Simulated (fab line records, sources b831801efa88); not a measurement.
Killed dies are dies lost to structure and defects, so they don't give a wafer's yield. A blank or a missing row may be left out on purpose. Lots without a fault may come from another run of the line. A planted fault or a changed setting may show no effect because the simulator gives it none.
Problem report in the 8D (eight disciplines) form, filled by code | flow sky130 | the parts of the form that need people (team, actions taken, sign-off) are left out

1. THE PROBLEM
VIA4_W_RS at SKY_VIA4_RS_MEAS_19 reads a mean of 0.2546 ohm/sq on 3 wafers of 2 lots; wafers without a fault read 0.2247 ohm/sq with a standard deviation of 0.0027. That is +11 standard deviations from the usual mean.
The step: measures by four-point-probe.
First seen on wafer L464.2, day 45 09:32, on film_metro-03. The record holds 42 wafers of 14 lots with a number at this step. Rule for "out", or "out of limits": more than 4 standard deviations from the usual mean. The other wafers with a number count as sound.

2. WHAT IT IS AND WHAT IT IS NOT
question                    | is                           | is not
which readings at this step | VIA4_W_RS                    | -
which lots                  | L464, L466                   | L455, L456, L457, L458, L459, L460, L461, L462, L471, L473, L474, L477
which wafers of those lots  | L464.2, L466.2, L466.4       | L464.3, L464.5, L466.3
read on which gauges        | film_metro-02, film_metro-03 | film_metro-01
when                        | from day 45 09:32            | up to then (26 sound wafers); but 13 sound wafers of L466, L471, L473, L474, L477 came after

3. SUSPECTS, AND WHAT RULES EACH OUT
Counting: a tool at a process step up to the reading stays a suspect if it ran every lot that is out. Sound lots after the first of them don't rule it out here, since some wafers of a struck lot are sound.
- the gauge at SKY_VIA4_RS_MEAS_19: ruled out. The wafers that are out were read on 2 gauges (film_metro-02, film_metro-03).
- cvd_w-02 at SKY_VIA4_CVD_18 (deposits W, target thk 505 nm, time 152.14 s): kept. It ran every lot that is out, first L464 (day 45 09:22); its last sound lot up to then is L461 (day 44 17:38). Its own readings are out on those wafers: susceptor_temp_C.
- Within cvd_w-02 at SKY_VIA4_CVD_18: the wafers that are out ran in chamber 0; their sound lot-mates ran in chamber 1.
Left after counting: cvd_w-02 at SKY_VIA4_CVD_18.

4. THE CAUSE (what the simulator had put in)
Process parameter drift: cvd_w-02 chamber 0, from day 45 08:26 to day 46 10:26, at SKY_VIA4_CVD_18. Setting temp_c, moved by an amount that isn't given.
Counting left only this tool.

5. THE CHAIN OF EFFECTS, in route order
Each row: a reading whose mean over the struck wafers that have a number lies more than 3 standard deviations from the usual. Only readings for which the record gives a usual standard deviation are gone through. hours: the time from each lot's start at the first step in this table that gives one to its start at this step, as a median over the lots. sigmas: the change in usual standard deviations.
hours | step                 | reading          | usual         | on struck wafers | change  | sigmas
0     | SKY_VIA4_CVD_18      | susceptor_temp_C | 400.05 C      | 393.59           | -6.46   | -29
0     | SKY_VIA4_RS_MEAS_19  | VIA4_W_RS        | 0.2247 ohm/sq | 0.2546           | +0.0299 | +11
0     | SKY_VIA4_THK_MEAS_20 | VIA4_W_THK       | 513 nm        | 451              | -62     | -8.2
The process steps in it:
- SKY_VIA4_CVD_18: deposits W, target thk 505 nm, time 152.14 s.

6. WHAT WOULD HAVE CAUGHT IT SOONER
In this record the first reading out of limits at a measuring or inspecting step was taken at day 45 09:32, 1 hour after the fault began at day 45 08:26.
The tool's own readings at SKY_VIA4_CVD_18 were out on every struck wafer that the step has a row for (susceptor_temp_C): an alarm limit on them would have fired on the first of those.
Of the lots that are out (2), L466 began SKY_VIA4_CVD_18 on cvd_w-02 after day 45 09:32. A hold on the tool at that time would have spared it.
